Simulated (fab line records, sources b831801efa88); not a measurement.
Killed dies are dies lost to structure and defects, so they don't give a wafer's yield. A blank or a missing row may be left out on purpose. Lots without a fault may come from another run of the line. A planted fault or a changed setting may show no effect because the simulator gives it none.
Which tool did it? | flow sky130 | 12 lots, 36 wafers sampled, at 4 steps of a route of 708

WHAT THE GAUGES READ, wafer by wafer
SKY_POLY_GATE_CD_MEAS_13: target cd 150 nm. Usual: cd_nm 150.0 nm, standard deviation 1.3.
lot  | measured     | on        | cd_nm (nm)        | flag
L315 | day 17 00:18 | cd_sem-01 | 148.7 149.1 148.8 |
L318 | day 17 13:22 | cd_sem-01 | 149.4 147.1 146.5 |
L320 | day 18 05:37 | cd_sem-02 | 149.6 150.3 149.9 |
L322 | day 19 05:37 | cd_sem-01 | 149.4 149.3 149.1 |
L332 | day 22 22:09 | cd_sem-01 | 148.3 149.5 149.7 |
L334 | day 23 09:59 | cd_sem-02 | 149.9 150.4 149.6 |
L335 | day 23 13:58 | cd_sem-02 | 151.8 150.9 152.3 |
L336 | day 23 23:44 | cd_sem-02 | 149.4 150.0 151.5 |
L337 | day 25 03:45 | cd_sem-02 | 149.6 150.6 151.0 |

WHICH TOOL RAN EACH LOT (tool, then ch and the chambers of the sampled wafers, then the start)
lot  | SKY_FIELD_ISO_ETCH_15             | SKY_SONOS_ONO_ETCH_15              | SKY_SONOS_ONO_WET_ETCH_16
L315 | rie_diel-04 ch 0,1, day 2 05:18   | rie_diel-02 ch 1,3, day 13 05:25   | wet_bench-01 ch 3, day 13 05:26
L318 | rie_diel-02 ch 0,2,3, day 2 23:15 | rie_diel-03 ch 0,1,2, day 13 14:26 | wet_bench-03 ch 3, day 13 14:27
L320 | rie_diel-01 ch 1,2, day 3 08:22   | rie_diel-04 ch 1,3, day 14 11:49   | wet_bench-01 ch 1, day 14 11:50
L322 | rie_diel-04 ch 0,3, day 3 18:57   | rie_diel-03 ch 0,2, day 15 01:28   | wet_bench-01 ch 0, day 15 01:29
L326 | rie_diel-02 ch 0,1,2, day 4 13:52 | rie_diel-04 ch 2,3, day 16 16:02   | wet_bench-01 ch 3, day 16 16:03
L327 | rie_diel-02 ch 1,2,3, day 4 18:34 | rie_diel-04 ch 0,1,2, day 16 23:47 | wet_bench-01 ch 2, day 16 23:48
L328 | rie_diel-04 ch 0,2, day 5 03:36   | rie_diel-02 ch 0,2,3, day 17 08:23 | wet_bench-03 ch 1, day 17 08:24
L332 | rie_diel-04 ch 0,1, day 5 21:44   | rie_diel-04 ch 0,1, day 18 17:53   | wet_bench-03 ch 0, day 18 17:54
L334 | rie_diel-02 ch 0,1, day 6 06:56   | rie_diel-03 ch 0,2,3, day 19 03:41 | wet_bench-03 ch 1, day 19 03:42
L335 | rie_diel-04 ch 1,2,3, day 6 13:19 | rie_diel-02 ch 0,1,2, day 19 11:14 | wet_bench-01 ch 3, day 19 11:15
L336 | rie_diel-02 ch 0,1,3, day 6 18:43 | rie_diel-04 ch 0,1, day 19 21:07   | wet_bench-03 ch 3, day 19 21:08
L337 | rie_diel-02 ch 1,2, day 7 00:01   | rie_diel-03 ch 0,1, day 20 23:01   | wet_bench-04 ch 2, day 20 23:02
- SKY_FIELD_ISO_ETCH_15: etches the open film in CHF3/O2, stops on Si, target depth 180 nm, time 72 s.
- SKY_SONOS_ONO_ETCH_15: etches the open film in CHF3/O2, target depth 19.52 nm, time 7.8 s.
- SKY_SONOS_ONO_WET_ETCH_16: etches SiO2 in dHF, target depth 14 nm, time 280 s.

WHAT THE TOOLS THEMSELVES READ (means of the sampled wafers that have a number; where no wafer has one, the mark that the record gives instead)
SKY_FIELD_ISO_ETCH_15. Usual: O2_flow_sccm 4.998 sccm, standard deviation 0.014; bias_w 200.0 W, standard deviation 0.61; chf3_flow_sccm 50.00 sccm, standard deviation 0.14; drypump_motor_current_A 5.4 A, standard deviation 0.5; oes_product_au 0.946 a.u., standard deviation 0.0067; throttle_valve_pct 8.845 %, standard deviation 0.0088.
lot  | tool        | O2_flow_sccm (sccm) | bias_w (W) | chf3_flow_sccm (sccm) | drypump_motor_current_A (A) | oes_product_au (a.u.) | throttle_valve_pct (%) | flag
L315 | rie_diel-04 | 5.000               | 199.2      | 50.01                 | 5.3                         | 0.941                 | 8.847                  |
L318 | rie_diel-02 | 4.995               | 200.4      | 50.02                 | 5.2                         | 0.944                 | 8.849                  |
L320 | rie_diel-01 | 5.008               | 199.6      | 49.94                 | 5.7                         | 0.943                 | 8.840                  |
L322 | rie_diel-04 | 5.004               | 200.5      | 50.02                 | 4.9                         | 0.951                 | 8.849                  |
L326 | rie_diel-02 | 5.001               | 199.8      | 50.09                 | 5.6                         | 0.947                 | 8.841                  |
L327 | rie_diel-02 | 4.997               | 200.0      | 50.05                 | 5.6                         | 0.935                 | 8.844                  |
L328 | rie_diel-04 | 4.995               | 199.5      | 49.92                 | 5.4                         | 0.950                 | 8.845                  |
L332 | rie_diel-04 | 4.990               | 200.3      | 50.04                 | 5.3                         | 0.949                 | 8.839                  |
L334 | rie_diel-02 | 4.996               | 199.4      | 50.03                 | 5.5                         | 0.944                 | 8.836                  |
L335 | rie_diel-04 | 4.990               | 199.4      | 50.10                 | 5.2                         | 0.948                 | 8.845                  |
L336 | rie_diel-02 | 5.007               | 200.3      | 49.94                 | 5.5                         | 0.942                 | 8.849                  |
L337 | rie_diel-02 | 5.006               | 200.3      | 49.93                 | 6.0                         | 0.956                 | 8.843                  |

SKY_SONOS_ONO_ETCH_15. Usual: O2_flow_sccm 5.002 sccm, standard deviation 0.015; bias_w 200.0 W, standard deviation 0.62; chf3_flow_sccm 50.01 sccm, standard deviation 0.16; drypump_motor_current_A 5.4 A, standard deviation 0.39; oes_product_au 1.000 a.u., standard deviation 0.0089; throttle_valve_pct 8.825 %, standard deviation 0.0096.
lot  | tool        | O2_flow_sccm (sccm) | bias_w (W) | chf3_flow_sccm (sccm) | drypump_motor_current_A (A) | oes_product_au (a.u.) | throttle_valve_pct (%) | flag
L315 | rie_diel-02 | 5.020               | 200.4      | 49.94                 | 5.9                         | 1.005                 | 8.826                  |
L318 | rie_diel-03 | 4.991               | 200.3      | 49.84                 | 5.6                         | 1.000                 | 8.831                  |
L320 | rie_diel-04 | 4.994               | 200.1      | 50.11                 | 5.1                         | 0.998                 | 8.821                  |
L322 | rie_diel-03 | 5.000               | 200.1      | 50.05                 | 5.7                         | 0.986                 | 8.814                  |
L326 | rie_diel-04 | 5.003               | 199.4      | 49.97                 | 5.0                         | 1.003                 | 8.822                  |
L327 | rie_diel-04 | 5.002               | 199.7      | 50.03                 | 5.3                         | 1.004                 | 8.825                  |
L328 | rie_diel-02 | 5.022               | 199.9      | 49.98                 | 5.2                         | 1.006                 | 8.826                  |
L332 | rie_diel-04 | 5.010               | 200.6      | 50.11                 | 5.2                         | 0.997                 | 8.813                  |
L334 | rie_diel-03 | 4.996               | 200.3      | 49.97                 | 5.7                         | 0.994                 | 8.827                  |
L335 | rie_diel-02 | 5.008               | 199.6      | 50.02                 | 5.5                         | 1.000                 | 8.817                  |
L336 | rie_diel-04 | 4.998               | 200.5      | 49.98                 | 5.2                         | 1.001                 | 8.815                  |
L337 | rie_diel-03 | 4.988               | 200.3      | 49.87                 | 5.5                         | 1.006                 | 8.827                  |

SKY_SONOS_ONO_WET_ETCH_16. Usual: bath_heat_duty_pct 6.5 %, standard deviation 0.55; run_length_s 308 s, standard deviation 3.7.
lot  | tool         | bath_heat_duty_pct (%) | run_length_s (s) | flag
L315 | wet_bench-01 | 6.7                    | 306              |
L318 | wet_bench-03 | 5.8                    | 315              |
L320 | wet_bench-01 | 6.4                    | 313              |
L322 | wet_bench-01 | 5.5                    | 314              |
L326 | wet_bench-01 | -                      | -                | OFF
L327 | wet_bench-01 | -                      | -                | OFF
L328 | wet_bench-03 | -                      | -                | OFF
L332 | wet_bench-03 | 5.5                    | 314              |
L334 | wet_bench-03 | 6.6                    | 314              |
L335 | wet_bench-01 | 6.6                    | 307              |
L336 | wet_bench-03 | 6.6                    | 307              |
L337 | wet_bench-04 | 6.6                    | 308              |

THE ANSWER, worked out from the rows above alone
Rule: a lot is off if the mean of its wafers that have a number lies more than 3 standard deviations from the usual mean. A lot without any number at a reading at which 4 lots or more have one is off too. The other lots that the step has rows for count as sound. The gauges are gone through in route order, then the tools' own readings, and for those a lot's mean is taken as printed above. The first step at which some lot is off is used, and at that step the reading that is off furthest; a lot without a number counts as furthest.
Off: L326, L327, L328, at SKY_SONOS_ONO_WET_ETCH_16 (bath_heat_duty_pct). Without a number there: L326, L327, L328.
A tool fits if, at that step or a process step before it, it ran every lot that is off, and no sound lot after the first of them. None of those tried fits.

WHAT THE SIMULATOR HAD PUT IN
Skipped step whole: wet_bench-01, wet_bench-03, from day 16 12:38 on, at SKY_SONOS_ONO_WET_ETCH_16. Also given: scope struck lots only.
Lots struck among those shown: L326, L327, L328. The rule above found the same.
